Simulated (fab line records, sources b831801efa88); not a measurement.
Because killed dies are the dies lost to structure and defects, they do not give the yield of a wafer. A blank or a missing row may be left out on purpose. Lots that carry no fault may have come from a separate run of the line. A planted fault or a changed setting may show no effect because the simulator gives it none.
fab line records	flow sky130
record: lots: 11	wafers: 33	lastDay: 50
route steps=708 shown VIA3@586 METAL4@601 VIA4@650 PAD_OPEN@708
lots untouched by any fault: they come from a run of this same line in which no faults occurred
startH: hours from the record's opening day to when the first of the lot's shown wafers began	waitH: time in hours since the lot's previous step	" unchanged from the row above	L1.1+2: one row covering several wafers at once	- value missing, or start not given	* or withheld: withheld	< > ~ a bound
route shown NAME@n: NAME is a module with steps in the file, n the number in the route of the first one	usual: mean/standard deviation of fault-free wafers	same: alike in all rows	chamber/n: place in a boat	sites: per-site readings	_std_site: the values' standard deviation	_edge_site: mean of outer sites minus mean of inner sites	radiusMm: for every site, how far away it sits from the centre of the wafer	mask NAME#n: copy n	behind: the most recent tool/chamber to have shaped the wafer	hold: why the lot was held/for how many hours/how that ended	device: whichever transistor did not switch (one of n, p or np)	end of line: at the end of the route, the tests of the same wafers	step lacking rows: just its recipe	killed: at the first sort, the dies lost to defects and structure; wafer yield is something else	map: the dies of a wafer, with x for killed, . for not killed, _ for no die there
set.NAME: the setting as run; set.NAME@STEP: as run at that earlier step	model.NAME: the simulator's own value behind a step, which no gauge read
a sample of lots followed through the steps of the route, with each step as a table and each wafer as a row
services: from which hour (startH, from the record's first day; less than 0 if before it) a tool's chamber was out of use, for how many hours, and why
== steps ==
step: SKY_VIA3_OVL_MEAS_13
usual: VIA3_OVL: 1/5.4
lot.wafer	tool	chamber	startH	waitH	VIA3_OVL[nm]
L378.2	overlay-02	-	930.21	0.1	0
L378.3	"	-	"	"	1
L378.5	"	-	"	"	-7
L379.4	overlay-01	-	937.91	0.1	-10
L379.5	"	-	"	"	4
L379.6	"	-	"	"	-5
L380.3	overlay-01	-	942.05	0.1	6
L380.4	"	-	"	"	-3
L380.6	"	-	"	"	-3
L381.1	overlay-02	-	944.59	0.1	-1
L381.3	"	-	"	"	-6
L381.6	"	-	"	"	-1
L383.2	overlay-02	-	972.26	0.1	-2
L383.3	"	-	"	"	4
L383.6	"	-	"	"	-5
L390.1	overlay-02	-	1013.54	0.1	-4
L390.2	"	-	"	"	5
L390.6	"	-	"	"	-1
L394.2	overlay-01	-	1042.05	0.1	7
L394.4	"	-	"	"	-4
L394.5	"	-	"	"	3
L395.4	overlay-01	-	1046.62	0.1	-2
L395.5	"	-	"	"	-2
L395.6	"	-	"	"	-2
L396.3	overlay-01	-	1057.00	0.1	-1
L396.4	"	-	"	"	-5
L396.6	"	-	"	"	-14
L397.1	overlay-01	-	1059.74	0.1	9
L397.5	"	-	"	"	5
L397.6	"	-	"	"	9
L400.2	overlay-01	-	1073.75	0.1	2
L400.4	"	-	"	"	3
L400.6	"	-	"	"	1
step: SKY_METAL4_SPUTTER_03
recipe: material: Ti	targetThkNm: 5	powerW: 3000	timeS: 3.3	chamberPressurePa: 0.4
usual: chamberPressurePa: 0.4001/0.00085	throttleValvePct: 30.3/1.2
same: timeS: 3.3
lot.wafer	tool	chamber	startH	waitH	chamberPressurePa	throttleValvePct
L378.2	pvdSputter-04	-	931.74	0.0	0.3994	29.0
L378.3	"	-	"	"	0.4002	31.7
L378.5	"	-	"	"	0.4005	32.1
L379.4	pvdSputter-02	-	939.37	0.0	0.4000	31.4
L379.5	"	-	"	"	0.3980	28.7
L379.6	"	-	"	"	0.4005	31.8
L380.3	pvdSputter-01	-	943.52	0.0	0.3994	31.1
L380.4	"	-	"	"	0.3989	29.1
L380.6	"	-	"	"	0.3996	29.8
L381.1	pvdSputter-02	-	946.07	0.0	0.4009	28.8
L381.3	"	-	"	"	0.3996	31.5
L381.6	"	-	"	"	0.3999	29.5
L383.2	pvdSputter-02	-	973.73	0.0	0.3995	29.6
L383.3	"	-	"	"	0.4004	31.5
L383.6	"	-	"	"	0.4003	28.7
L390.1	pvdSputter-02	-	1015.14	0.0	0.3996	28.5
L390.2	"	-	"	"	0.4000	29.1
L390.6	"	-	"	"	0.4004	29.3
L394.2	pvdSputter-01	-	1044.09	0.0	0.3992	29.3
L394.4	"	-	"	"	0.4017	28.7
L394.5	"	-	"	"	0.4008	28.5
L395.4	pvdSputter-02	-	1048.08	0.0	0.3997	31.1
L395.5	"	-	"	"	0.4000	28.8
L395.6	"	-	"	"	0.4016	31.0
L396.3	pvdSputter-02	-	1058.72	0.0	0.3985	28.8
L396.4	"	-	"	"	0.4012	31.5
L396.6	"	-	"	"	0.3975	28.7
L397.1	pvdSputter-04	-	1061.50	0.0	0.3998	32.3
L397.5	"	-	"	"	0.4011	31.8
L397.6	"	-	"	"	0.3989	31.3
L400.2	pvdSputter-02	-	1075.22	0.0	0.3989	31.4
L400.4	"	-	"	"	0.4003	28.7
L400.6	"	-	"	"	0.3991	31.5
step: SKY_METAL4_METAL_ETCH_18
recipe: targetDepthA: 8450	stopOn: SiO2	overEtchFrac: 0.3	timeS: 183.1	chemistry: Cl2/BCl3	resistSidewallDeg: 88	pressureMtorr: 10	icpW: 900	biasW: 48.5	Cl2_flow_sccm: 60	bcl3FlowSccm: 30
usual: drypumpMotorCurrentA: 5.50/0.29	oesProductAu: 0.865/0.0058	throttleValvePct: 22.264/0.0096
same: timeS: 183.1
lot.wafer	tool	chamber	startH	waitH	drypumpMotorCurrentA	oesProductAu	rfHoursCounterH	throttleValvePct
L378.2	rieMetal-01	1	983.52	0.0	5.71	0.861	12	22.271
L378.3	"	1	"	"	5.68	0.850	-	22.274
L378.5	"	0	"	"	5.29	0.853	-	22.267
L379.4	rieMetal-04	1	988.88	0.1	4.96	0.875	-	22.254
L379.5	"	1	"	"	4.98	0.865	-	22.273
L379.6	"	0	"	"	5.58	0.866	-	22.259
L380.3	rieMetal-03	1	992.43	0.1	5.52	0.875	-	22.271
L380.4	"	0	"	"	5.77	0.872	-	22.255
L380.6	"	1	"	"	5.50	0.868	-	22.264
L381.1	rieMetal-01	1	996.17	0.0	5.70	0.870	13	22.275
L381.3	"	1	"	"	5.67	0.862	-	22.273
L381.6	"	1	"	"	5.70	0.859	-	22.264
L383.2	rieMetal-03	0	1020.83	0.1	5.77	0.868	-	22.266
L383.3	"	0	"	"	5.78	0.864	-	22.252
L383.6	"	0	"	"	5.78	0.870	-	22.253
L390.1	rieMetal-04	0	1060.17	0.0	5.58	0.716	19	22.268
L390.2	"	1	"	"	4.96	0.873	15	22.271
L390.6	"	1	"	"	4.97	0.867	-	22.267
L394.2	rieMetal-03	0	1088.22	0.0	5.77	0.869	16	22.262
L394.4	"	0	"	"	5.80	0.863	-	22.270
L394.5	"	0	"	"	5.78	0.868	-	22.249
L395.4	rieMetal-03	1	1091.83	0.1	5.52	0.862	-	22.267
L395.5	"	0	"	"	5.81	0.870	-	22.253
L395.6	"	1	"	"	5.55	0.870	-	22.246
L396.3	rieMetal-01	1	1101.33	0.1	5.70	0.857	-	22.273
L396.4	"	0	"	"	5.29	0.856	-	22.260
L396.6	"	0	"	"	5.32	0.864	-	22.262
L397.1	rieMetal-01	1	1104.22	0.0	5.70	0.867	21	22.264
L397.5	"	0	"	"	5.29	0.869	-	22.272
L397.6	"	1	"	"	5.71	0.861	-	22.248
L400.2	rieMetal-03	0	1117.07	0.0	5.77	0.864	18	22.282
L400.4	"	1	"	"	5.52	0.855	-	22.276
L400.6	"	1	"	"	5.51	0.864	-	22.280
step: SKY_METAL4_STRIP_19
recipe: chemistry: O2/N2	powerW: 1400	pressureMtorr: 1500	platenTempC: withheld	o2FlowSccm: 3000	n2FlowSccm: 300	overashFraction: 0.5
usual: drypumpMotorCurrentA: 5.7/0.5	oesProductAu: 0.503/0.0061	stripTimeToEndpointS: 6.55/0.084
lot.wafer	tool	chamber	startH	waitH	drypumpMotorCurrentA	oesProductAu	rfHoursCounterH	stripTimeToEndpointS
L378.2	plasmaAsher-02	0	983.70	0.1	5.5	0.492	55	6.53
L378.3	"	1	"	"	5.4	0.492	-	6.49
L378.5	"	1	"	"	5.4	0.498	-	6.46
L379.4	plasmaAsher-03	1	989.03	0.1	5.3	0.506	-	6.61
L379.5	"	0	"	"	6.5	0.508	-	6.58
L379.6	"	1	"	"	5.3	0.496	-	6.35
L380.3	plasmaAsher-01	1	992.58	0.1	5.4	0.492	-	6.48
L380.4	"	0	"	"	6.6	0.508	-	6.53
L380.6	"	1	"	"	5.4	0.502	-	6.46
L381.1	plasmaAsher-03	0	996.35	0.1	6.5	0.504	116	6.54
L381.3	"	1	"	"	5.3	0.501	-	6.58
L381.6	"	0	"	"	6.5	0.506	-	6.56
L383.2	plasmaAsher-03	1	1021.13	0.2	5.4	0.507	119	6.60
L383.3	"	0	"	"	6.5	0.513	-	6.60
L383.6	"	0	"	"	6.5	0.498	-	6.58
L390.1	plasmaAsher-01	1	1060.35	0.1	5.4	0.593	91	8.86
L390.2	"	0	"	"	6.6	0.504	91	6.62
L390.6	"	0	"	"	6.6	0.503	-	6.61
L394.2	plasmaAsher-02	0	1088.40	0.1	5.5	0.500	66	6.54
L394.4	"	1	"	"	5.4	0.503	-	6.60
L394.5	"	1	"	"	5.5	0.498	-	6.56
L395.4	plasmaAsher-01	0	1091.99	0.1	6.6	0.511	-	6.76
L395.5	"	1	"	"	5.4	0.510	-	6.56
L395.6	"	0	"	"	6.6	0.515	-	6.73
L396.3	plasmaAsher-02	0	1101.48	0.1	5.5	0.507	-	6.60
L396.4	"	1	"	"	5.4	0.497	-	6.48
L396.6	"	0	"	"	5.4	0.500	-	6.46
L397.1	plasmaAsher-01	0	1104.40	0.1	6.6	0.515	95	6.59
L397.5	"	0	"	"	6.6	0.505	-	6.49
L397.6	"	1	"	"	5.4	0.500	-	6.59
L400.2	plasmaAsher-01	0	1117.25	0.1	6.6	0.499	96	6.52
L400.4	"	0	"	"	6.7	0.509	-	6.61
L400.6	"	1	"	"	5.4	0.501	-	6.61
step: SKY_VIA4_OVL_MEAS_11
usual: VIA4_OVL: -0.6/1.6
lot.wafer	tool	chamber	startH	waitH	VIA4_OVL[nm]
L378.2	overlay-01	-	1008.28	0.1	-0.9
L378.3	"	-	"	"	-0.2
L378.5	"	-	"	"	-2.8
L379.4	overlay-02	-	1013.30	0.1	-0.7
L379.5	"	-	"	"	1.5
L379.6	"	-	"	"	-0.6
L380.3	overlay-02	-	1016.24	0.1	-1.5
L380.4	"	-	"	"	-1.4
L380.6	"	-	"	"	-1.7
L381.1	overlay-02	-	1020.52	0.1	-1.3
L381.3	"	-	"	"	-1.1
L381.6	"	-	"	"	-0.5
L383.2	overlay-01	-	1044.88	0.1	-5.0
L383.3	"	-	"	"	-1.9
L383.6	"	-	"	"	-2.2
L390.2	overlay-01	-	1083.37	0.1	0.7
L390.6	"	-	"	"	-1.3
L394.2	overlay-01	-	1109.29	0.1	1.9
L394.4	"	-	"	"	2.4
L394.5	"	-	"	"	1.0
L395.4	overlay-02	-	1113.44	0.1	-1.7
L395.5	"	-	"	"	-0.4
L395.6	"	-	"	"	0.0
L396.3	overlay-01	-	1122.73	0.1	-1.4
L396.4	"	-	"	"	-1.9
L396.6	"	-	"	"	-1.7
L397.1	overlay-02	-	1125.32	0.1	-0.6
L397.5	"	-	"	"	-1.7
L397.6	"	-	"	"	1.1
L400.2	overlay-02	-	1137.99	0.1	-3.3
L400.4	"	-	"	"	-0.9
L400.6	"	-	"	"	-1.8
step: SKY_PAD_OPEN_PROBE_99
usual: defectLimitedYield: 82.9/1.7	killed_at_M0_to_M3: 42/6.1	killed_at_M4_up: 3.4/2	killedAtContacts: 23/4.8	killedAtFrontEnd: 15/3.8	killedAtOther: 0.3/0.48	killedDies: 84/8.5	killedOnRim: 16/3.9	killedOpen: 46/6.8	killedShort: 38/6.2	sort_bin_3_pad_short: 0.8/0.42	sort_bin_5_function: 10.1/1.4	sort_bin_6_memory: 6.2/0.99	sortNPass: 408/8.5	sortYieldPct: 82.9/1.7
same: grossDies: 492	killedAtBackSide: 0	sort_bin_4_leakage[%]: 0	sort_bin_8_speed[%]: 0
lot.wafer	tool	chamber	startH	waitH	hold	defectLimitedYield[%]	killed_at_M0_to_M3	killed_at_M4_up	killedAtContacts	killedAtFrontEnd	killedAtOther	killedDies	killedOnRim	killedOpen	killedShort	sort_bin_3_pad_short[%]	sort_bin_5_function[%]	sort_bin_6_memory[%]	sortNPass	sortYieldPct[%]
L378.2	prober-01	-	1079.49	0.1	-	80.9	45	2	30	16	1	94	16	51	42	1.6	10.2	7.3	398	80.9
L378.3	prober-01	-	1079.54	0.2	-	83.7	38	3	23	16	0	80	19	44	35	0.8	9.3	6.1	412	83.7
L378.5	prober-01	-	1079.64	0.2	-	83.9	37	2	25	14	1	79	11	47	32	0.6	8.7	6.7	413	83.9
L379.4	prober-02	-	1083.79	0.2	-	83.7	38	3	25	14	0	80	15	55	25	0.2	9.1	6.9	412	83.7
L379.5	prober-02	-	1083.84	0.2	-	79.9	55	3	21	20	0	99	19	51	48	2.0	10.2	7.9	393	79.9
L379.6	prober-02	-	1083.89	0.2	-	83.5	34	5	26	16	0	81	19	45	36	0.8	10.6	5.1	411	83.5
L380.3	prober-01	-	1088.24	0.2	-	80.7	34	5	36	20	0	95	22	51	44	1.4	13.0	4.9	397	80.7
L380.4	prober-01	-	1088.29	0.2	-	84.8	44	2	20	9	0	75	16	42	33	0.8	9.3	5.1	417	84.8
L380.6	prober-01	-	1088.39	0.2	-	82.5	47	2	20	17	0	86	17	48	38	0.8	11.6	5.1	406	82.5
L381.1	prober-02	-	1089.89	0.1	-	82.9	33	1	29	21	0	84	15	54	30	0.2	10.2	6.7	408	82.9
L381.3	prober-02	-	1089.99	0.2	-	80.1	51	5	23	17	2	98	17	54	44	1.2	11.8	6.9	394	80.1
L381.6	prober-02	-	1090.14	0.2	-	84.1	37	6	18	17	0	78	20	39	39	0.4	9.1	6.3	414	84.1
L383.2	prober-02	-	1112.09	0.1	-	82.3	43	3	27	14	0	87	13	52	35	1.2	10.8	5.7	405	82.3
L383.3	prober-02	-	1112.14	0.2	-	83.3	39	4	26	13	0	82	20	50	32	0.4	10.6	5.7	410	83.3
L383.6	prober-02	-	1112.29	0.2	-	81.9	48	3	25	13	0	89	18	48	41	1.0	11.0	6.1	403	81.9
L390.1	prober-01	-	1146.73	0.1	awaitDispo/1.6h/release	0	43	407	29	12	1	492	96	53	36	1.0	92.5	6.5	0	0
L390.2	prober-01	-	1146.78	0.1	awaitDispo/1.6h/release	83.3	34	4	28	15	1	82	16	45	37	0.8	10.2	5.7	410	83.3
L390.6	prober-01	-	1146.98	0.2	awaitDispo/1.6h/release	83.7	41	2	22	15	0	80	21	41	39	0.8	9.1	6.3	412	83.7
L394.2	prober-01	-	1171.09	0.1	-	82.3	45	2	25	15	0	87	19	51	35	0.4	11.0	6.3	405	82.3
L394.4	prober-01	-	1171.19	0.2	-	83.3	38	3	30	11	0	82	17	46	36	0.4	8.9	7.3	410	83.3
L394.5	prober-01	-	1171.24	0.2	-	83.9	38	5	18	18	0	79	17	38	40	1.0	8.7	6.3	413	83.9
L395.4	prober-02	-	1172.97	0.2	-	82.9	47	4	20	13	0	84	15	44	40	0.6	9.8	6.7	408	82.9
L395.5	prober-02	-	1173.02	0.2	-	85.8	39	1	17	13	0	70	10	40	30	0.8	7.9	5.5	422	85.8
L395.6	prober-02	-	1173.07	0.2	-	82.3	40	4	24	19	0	87	12	47	40	1.0	10.0	6.7	405	82.3
L396.3	prober-02	-	1181.36	0.2	-	82.9	37	1	34	12	0	84	22	50	34	1.0	10.0	6.1	408	82.9
L396.4	prober-02	-	1181.41	0.2	-	85.2	44	2	20	7	0	73	13	33	39	0.2	10.8	3.9	419	85.2
L396.6	prober-02	-	1181.51	0.2	-	82.7	48	2	21	13	1	85	19	44	39	0.8	11.6	4.9	407	82.7
L397.1	prober-01	-	1183.64	0.1	-	83.1	46	3	19	15	0	83	13	46	36	1.0	8.5	7.3	409	83.1
L397.5	prober-01	-	1183.84	0.2	-	83.3	32	2	34	14	0	82	16	43	39	0.4	10.4	5.9	410	83.3
L397.6	prober-01	-	1183.89	0.2	-	82.5	46	1	23	15	1	86	19	48	37	0.4	11.8	5.3	406	82.5
L400.2	prober-02	-	1194.38	0.1	-	80.9	46	2	26	20	0	94	17	42	51	1.6	11.4	6.1	398	80.9
L400.4	prober-02	-	1194.48	0.2	-	83.3	37	3	31	11	0	82	15	43	39	0.6	10.6	5.5	410	83.3
L400.6	prober-02	-	1194.58	0.2	-	84.8	38	2	21	14	0	75	12	38	37	0.4	8.3	6.5	417	84.8
killed by level:class
L378.2 VIA1:geometricParticle:open=10 LI_CONTACT:geometricParticle:open=10 CONTACT:geometricParticle:open=8 VIA3:geometricParticle:open=8 METAL2:geometricParticle:short=7 VIA3:geometricParticle:short=7 POLY_GATE:geometricParticle:open=5 LOCAL_INTERCONNECT:geometricParticle:short=5
L378.3 LI_CONTACT:geometricParticle:open=13 VIA1:geometricParticle:open=11 VIA3:geometricParticle:open=7 METAL2:geometricParticle:short=6 CONTACT:geometricParticle:open=5 VIA2:geometricParticle:short=5 FIELD_ISO:geometricParticle:short=4 FIELD_ISO:geometricParticle:open=3
L378.5 CONTACT:geometricParticle:open=10 VIA1:geometricParticle:open=8 CONTACT:geometricParticle:short=6 VIA3:geometricParticle:open=6 METAL2:geometricParticle:short=5 VIA2:geometricParticle:open=5 FIELD_ISO:geometricParticle:short=4 LI_CONTACT:geometricParticle:open=4
L379.4 CONTACT:geometricParticle:open=13 VIA1:geometricParticle:open=13 LI_CONTACT:geometricParticle:open=8 VIA3:geometricParticle:open=6 POLY_GATE:geometricParticle:open=5 VIA1:geometricParticle:short=4 METAL2:geometricParticle:short=4 POLY_GATE:geometricParticle:short=3
L379.5 VIA1:geometricParticle:open=12 CONTACT:geometricParticle:open=8 POLY_GATE:geometricParticle:short=6 METAL1:geometricParticle:short=6 METAL2:geometricParticle:short=6 VIA3:geometricParticle:open=6 POLY_GATE:geometricParticle:open=5 LI_CONTACT:geometricParticle:open=5
L379.6 CONTACT:geometricParticle:open=11 VIA1:geometricParticle:open=10 LI_CONTACT:geometricParticle:open=7 FIELD_ISO:geometricParticle:short=6 VIA2:geometricParticle:open=6 VIA1:geometricParticle:short=5 METAL4:geometricParticle:short=5 CONTACT:geometricParticle:short=4
L380.3 CONTACT:geometricParticle:open=13 FIELD_ISO:geometricParticle:short=9 VIA1:geometricParticle:open=7 VIA2:geometricParticle:open=7 CONTACT:geometricParticle:short=6 LI_CONTACT:geometricParticle:short=6 FIELD_ISO:geometricParticle:open=5 LI_CONTACT:geometricParticle:open=5
L380.4 CONTACT:geometricParticle:open=10 VIA1:geometricParticle:open=10 VIA2:geometricParticle:open=6 VIA3:geometricParticle:open=6 METAL1:geometricParticle:short=5 VIA1:geometricParticle:short=5 METAL3:geometricParticle:short=5 POLY_GATE:geometricParticle:open=4
L380.6 CONTACT:geometricParticle:open=10 VIA3:geometricParticle:open=10 METAL2:geometricParticle:short=7 POLY_GATE:geometricParticle:short=6 LI_CONTACT:geometricParticle:open=6 METAL1:geometricParticle:short=6 VIA1:geometricParticle:open=6 VIA2:geometricParticle:open=5
L381.1 CONTACT:geometricParticle:open=17 VIA1:geometricParticle:open=8 FIELD_ISO:geometricParticle:open=7 FIELD_ISO:geometricParticle:short=5 POLY_GATE:geometricParticle:short=5 VIA3:geometricParticle:open=5 LI_CONTACT:geometricParticle:open=4 VIA1:geometricParticle:short=4
L381.3 CONTACT:geometricParticle:open=12 METAL2:geometricParticle:short=10 VIA1:geometricParticle:open=9 VIA2:geometricParticle:open=6 VIA2:geometricParticle:short=6 FIELD_ISO:geometricParticle:short=5 FIELD_ISO:geometricParticle:open=5 LI_CONTACT:geometricParticle:open=5
L381.6 LI_CONTACT:geometricParticle:open=8 CONTACT:geometricParticle:open=8 METAL3:geometricParticle:short=6 VIA1:geometricParticle:open=6 POLY_GATE:geometricParticle:short=5 METAL1:geometricParticle:short=5 FIELD_ISO:geometricParticle:short=4 FIELD_ISO:geometricParticle:open=4
L383.2 VIA1:geometricParticle:open=13 CONTACT:geometricParticle:open=11 LI_CONTACT:geometricParticle:open=7 VIA3:geometricParticle:open=7 POLY_GATE:geometricParticle:short=6 METAL1:geometricParticle:short=5 FIELD_ISO:geometricParticle:short=4 CONTACT:geometricParticle:short=4
L383.3 CONTACT:geometricParticle:open=11 VIA1:geometricParticle:open=11 LI_CONTACT:geometricParticle:open=6 VIA2:geometricParticle:open=6 LOCAL_INTERCONNECT:geometricParticle:short=5 FIELD_ISO:geometricParticle:open=3 FIELD_ISO:geometricParticle:short=3 POLY_GATE:geometricParticle:open=3
L383.6 CONTACT:geometricParticle:open=9 METAL1:geometricParticle:short=7 VIA2:geometricParticle:open=7 FIELD_ISO:geometricParticle:open=6 VIA3:geometricParticle:open=6 VIA1:geometricParticle:open=5 LI_CONTACT:geometricParticle:short=5 CONTACT:geometricParticle:short=5
L390.1 METAL4:areaEtch=403 VIA3:geometricParticle:open=10 VIA1:geometricParticle:open=9 LI_CONTACT:geometricParticle:open=7 CONTACT:geometricParticle:open=7 POLY_GATE:geometricParticle:open=5 LOCAL_INTERCONNECT:geometricParticle:short=5 CONTACT:geometricParticle:short=5
L390.2 CONTACT:geometricParticle:open=13 VIA1:geometricParticle:open=7 VIA2:geometricParticle:short=6 LI_CONTACT:geometricParticle:open=5 LOCAL_INTERCONNECT:geometricParticle:short=5 METAL1:geometricParticle:short=5 VIA2:geometricParticle:open=5 CONTACT:geometricParticle:short=4
L390.6 CONTACT:geometricParticle:open=10 VIA1:geometricParticle:open=8 METAL1:geometricParticle:short=7 VIA1:geometricParticle:short=7 FIELD_ISO:geometricParticle:open=4 LI_CONTACT:geometricParticle:open=4 VIA2:geometricParticle:open=4 METAL3:geometricParticle:short=4
L394.2 VIA1:geometricParticle:open=14 VIA1:geometricParticle:short=7 CONTACT:geometricParticle:open=7 VIA3:geometricParticle:open=6 POLY_GATE:geometricParticle:open=5 LI_CONTACT:geometricParticle:open=5 LI_CONTACT:geometricParticle:short=4 CONTACT:geometricParticle:short=4
L394.4 CONTACT:geometricParticle:open=15 VIA1:geometricParticle:open=10 CONTACT:geometricParticle:short=7 VIA1:geometricParticle:short=7 VIA2:geometricParticle:open=7 FIELD_ISO:geometricParticle:open=4 LOCAL_INTERCONNECT:geometricParticle:short=4 POLY_GATE:geometricParticle:short=3
L394.5 CONTACT:geometricParticle:open=6 VIA2:geometricParticle:open=6 FIELD_ISO:geometricParticle:short=5 METAL1:geometricParticle:short=5 VIA3:geometricParticle:open=5 FIELD_ISO:geometricParticle:open=4 LI_CONTACT:geometricParticle:open=4 METAL4:geometricParticle:short=4
L395.4 VIA1:geometricParticle:open=14 CONTACT:geometricParticle:open=7 VIA3:geometricParticle:open=7 VIA3:geometricParticle:short=6 FIELD_ISO:geometricParticle:short=5 METAL1:geometricParticle:short=5 LI_CONTACT:geometricParticle:short=4 CONTACT:geometricParticle:short=4
L395.5 VIA1:geometricParticle:open=12 CONTACT:geometricParticle:open=6 LOCAL_INTERCONNECT:geometricParticle:short=5 METAL2:geometricParticle:short=5 VIA2:geometricParticle:open=5 VIA3:geometricParticle:open=5 VIA1:geometricParticle:short=4 VIA2:geometricParticle:short=4
L395.6 CONTACT:geometricParticle:open=12 VIA1:geometricParticle:open=8 CONTACT:geometricParticle:short=7 SPACER:geometricParticle:open=5 METAL1:geometricParticle:short=5 VIA2:geometricParticle:open=5 VIA3:geometricParticle:open=5 POLY_GATE:geometricParticle:short=4
L396.3 LI_CONTACT:geometricParticle:open=14 CONTACT:geometricParticle:short=8 VIA1:geometricParticle:open=8 CONTACT:geometricParticle:open=6 VIA2:geometricParticle:open=6 FIELD_ISO:geometricParticle:open=5 METAL2:geometricParticle:short=4 VIA3:geometricParticle:open=4
L396.4 VIA1:geometricParticle:open=11 METAL1:geometricParticle:short=7 LOCAL_INTERCONNECT:geometricParticle:short=6 CONTACT:geometricParticle:short=6 CONTACT:geometricParticle:open=5 VIA1:geometricParticle:short=5 VIA2:geometricParticle:short=4 VIA2:geometricParticle:open=4
L396.6 VIA1:geometricParticle:open=12 CONTACT:geometricParticle:open=8 METAL1:geometricParticle:short=8 VIA2:geometricParticle:open=5 LI_CONTACT:geometricParticle:open=4 LOCAL_INTERCONNECT:geometricParticle:short=4 VIA1:geometricParticle:short=4 FIELD_ISO:geometricParticle:short=3
L397.1 METAL2:geometricParticle:short=9 VIA1:geometricParticle:open=8 VIA3:geometricParticle:open=8 CONTACT:geometricParticle:open=6 VIA2:geometricParticle:open=6 LI_CONTACT:geometricParticle:open=5 METAL3:geometricParticle:short=4 FIELD_ISO:geometricParticle:open=3
L397.5 CONTACT:geometricParticle:open=12 VIA3:geometricParticle:open=9 LI_CONTACT:geometricParticle:open=7 LOCAL_INTERCONNECT:geometricParticle:short=7 LI_CONTACT:geometricParticle:short=5 METAL1:geometricParticle:short=5 FIELD_ISO:geometricParticle:open=4 POLY_GATE:geometricParticle:short=4
L397.6 CONTACT:geometricParticle:open=14 VIA1:geometricParticle:open=12 VIA3:geometricParticle:open=8 LOCAL_INTERCONNECT:geometricParticle:short=5 VIA2:geometricParticle:short=5 FIELD_ISO:geometricParticle:open=4 METAL1:geometricParticle:short=4 VIA2:geometricParticle:open=4
L400.2 CONTACT:geometricParticle:short=9 METAL2:geometricParticle:short=9 METAL1:geometricParticle:short=8 CONTACT:geometricParticle:open=7 VIA1:geometricParticle:open=7 POLY_GATE:geometricParticle:short=5 LI_CONTACT:geometricParticle:open=5 VIA2:geometricParticle:open=5
L400.4 METAL1:geometricParticle:short=12 LI_CONTACT:geometricParticle:open=10 CONTACT:geometricParticle:short=7 CONTACT:geometricParticle:open=7 VIA2:geometricParticle:open=6 VIA3:geometricParticle:open=6 FIELD_ISO:geometricParticle:open=4 LOCAL_INTERCONNECT:geometricParticle:short=4
L400.6 CONTACT:geometricParticle:open=7 VIA1:geometricParticle:open=6 METAL1:geometricParticle:short=5 LOCAL_INTERCONNECT:geometricParticle:short=5 VIA2:geometricParticle:open=5 FIELD_ISO:geometricParticle:short=4 FIELD_ISO:geometricParticle:open=4 VIA3:geometricParticle:short=4
== services ==
tool	chamber	startH	hours	kind
pvdSputter-04	-	907.88	1.4	repair
pvdSputter-04	-	914.06	1.5	repair
plasmaAsher-01	-	918.16	0.6	repair
rieMetal-04	1	931.39	2.5	repair
plasmaAsher-03	-	956.80	7.0	pm
rieMetal-04	-	958.54	14.6	pm
plasmaAsher-02	-	964.40	2.8	pm
plasmaAsher-02	-	990.95	1.4	repair
rieMetal-03	-	992.67	2.0	repair
rieMetal-03	1	1007.63	-	clean
rieMetal-03	1	1007.63	21.1	scheduledDown
rieMetal-03	1	1007.63	21.1	ventCycle
plasmaAsher-02	-	1009.26	1.1	repair
plasmaAsher-01	-	1023.84	16.7	repair
rieMetal-01	0	1049.66	-	clean
rieMetal-01	0	1049.66	20.1	scheduledDown
rieMetal-01	0	1049.66	20.1	ventCycle
plasmaAsher-03	-	1055.25	9.0	pm
plasmaAsher-03	0	1055.25	9.0	ventCycle
plasmaAsher-03	1	1055.25	9.0	ventCycle
plasmaAsher-03	0	1064.25	-	clean
plasmaAsher-03	1	1064.25	-	clean
pvdSputter-01	-	1072.59	4.6	repair
pvdSputter-02	-	1097.45	10.7	repair
== key ==
firstSign: step: SKY_METAL4_METAL_ETCH_18	reading: oesProductAu	direction: down	sigmas: 26	usual: 0.865	struck: 0.716
effect: step: SKY_METAL4_STRIP_19	reading: stripTimeToEndpointS	direction: up	sigmas: 28	usual: *	struck: *
effect: step: SKY_PAD_OPEN_PROBE_99	reading: killed_at_M4_up	direction: up	sigmas: 99+	usual: 3.4	struck: 407
moreKillsBornAt: SKY_METAL4_METAL_ETCH_18@rieMetal-04: 403
metAt SKY_METAL4_METAL_ETCH_18
struckLots L390
struckWafers L390.1
laterRowsLeftOut L390.1
notActingAt SKY_VIA3_OVL_MEAS_13,SKY_METAL4_SPUTTER_03,SKY_VIA4_OVL_MEAS_11
onsetBetween 988.88 1060.17
fault: kind: processParameterDrift	tool: rieMetal-04	chamber: -	onsetH: 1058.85	steps: SKY_METAL4_METAL_ETCH_18	channel: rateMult	offset: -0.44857	shape: step	endH: 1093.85	scope: struckWafersOnly
laterRowsLeftOut: the simulator's readings of these wafers behind a module that went badly wrong aren't trusted and aren't shown, but for the sort
